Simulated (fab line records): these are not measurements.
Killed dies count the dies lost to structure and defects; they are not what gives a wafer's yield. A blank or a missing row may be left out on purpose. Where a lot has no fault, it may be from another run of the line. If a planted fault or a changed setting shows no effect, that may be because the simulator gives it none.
Code-filled problem report in 8D (eight disciplines) form + flow gf180mcu + the parts of the form that need people (team, actions taken, sign-off) are left out

## 1. WHAT IS WRONG
heater-power-total-W at GF_M4_SOFTBAKE_10 reads a mean of 95.41 W on 3 wafers of 2 lots; wafers without a fault read 93.05 W with a standard deviation of 0.063. Measured from the usual mean, that is +37 standard deviations.
The step: time 60 s.
Earliest sighting: wafer L890.2 on litho-track-01 at day 27 15:58. Wafers with a number at this step in the record: 39, from 13 lots. The rule behind "out" and "out of limits": a value lying over 4 standard deviations away from the usual mean. The other wafers with a number count as sound.

## 2. WHAT IT IS AND WHAT IT IS NOT
| question                    | is                                 | is not                                                                                 |
|-----------------------------|------------------------------------|----------------------------------------------------------------------------------------|
| which readings at this step | heater-power-total-W, run-length-s | -                                                                                      |
| which lots                  | L890, L893                         | L879, L880, L881, L882, L883, L884, L886, L887, L891, L897, L901                       |
| which wafers of those lots  | L890.2, L893.2, L893.3             | L890.4, L890.5, L893.5                                                                 |
| read on which tools         | litho-track-01                     | litho-track-02, litho-track-03                                                         |
| when                        | from day 27 15:58                  | up to then (26 sound wafers); but 10 sound wafers of L891, L893, L897, L901 came after |

## 3. WHAT RULES OUT EACH SUSPECT
Counting: if a tool at a process step up to the reading ran every lot that is out, it stays a suspect. Sound lots after the first of them don't rule it out here, since some wafers of a struck lot are sound.
- litho-track-01 at GF_M4_SOFTBAKE_10 (time 60 s): kept. Every lot that is out went through it, the first being L890 (day 27 15:58); the last sound lot it ran before that was L887 (day 26 15:05). Its own readings are out on those wafers: heater-power-total-W, run-length-s.
Left after counting: litho-track-01 at GF_M4_SOFTBAKE_10.

## 4. THE CAUSE (what the simulator had put in)
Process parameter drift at GF_M4_SOFTBAKE_10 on litho-track-01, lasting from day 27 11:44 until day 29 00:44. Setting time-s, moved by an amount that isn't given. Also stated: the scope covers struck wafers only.
Only this tool survived the counting.

## 5. THE EFFECT CHAIN, in route order
Each row: a reading where the mean over the struck wafers with a number is more than 3 standard deviations away from the usual. Readings are gone through only where the record gives a usual standard deviation; hours: the median, over the lots, of the time from a lot's start at the first step in this table giving one to that lot's start at this step; sigmas: the change measured in usual standard deviations.
| hours | step              | reading              | usual   | on struck wafers | change | sigmas |
|-------|-------------------|----------------------|---------|------------------|--------|--------|
| 0     | GF_M4_SOFTBAKE_10 | heater-power-total-W | 93.05 W | 95.41            | +2.36  | +37    |
| 0     | GF_M4_SOFTBAKE_10 | run-length-s         | 89.34 s | 84.64            | -4.70  | -28    |
Its process steps:
- GF_M4_SOFTBAKE_10: time 60 s.

## 6. WHAT WOULD HAVE CAUGHT IT SOONER
4 hours passed between the start of the fault at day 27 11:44 and the first reading out of limits in this record, taken at day 27 15:58.
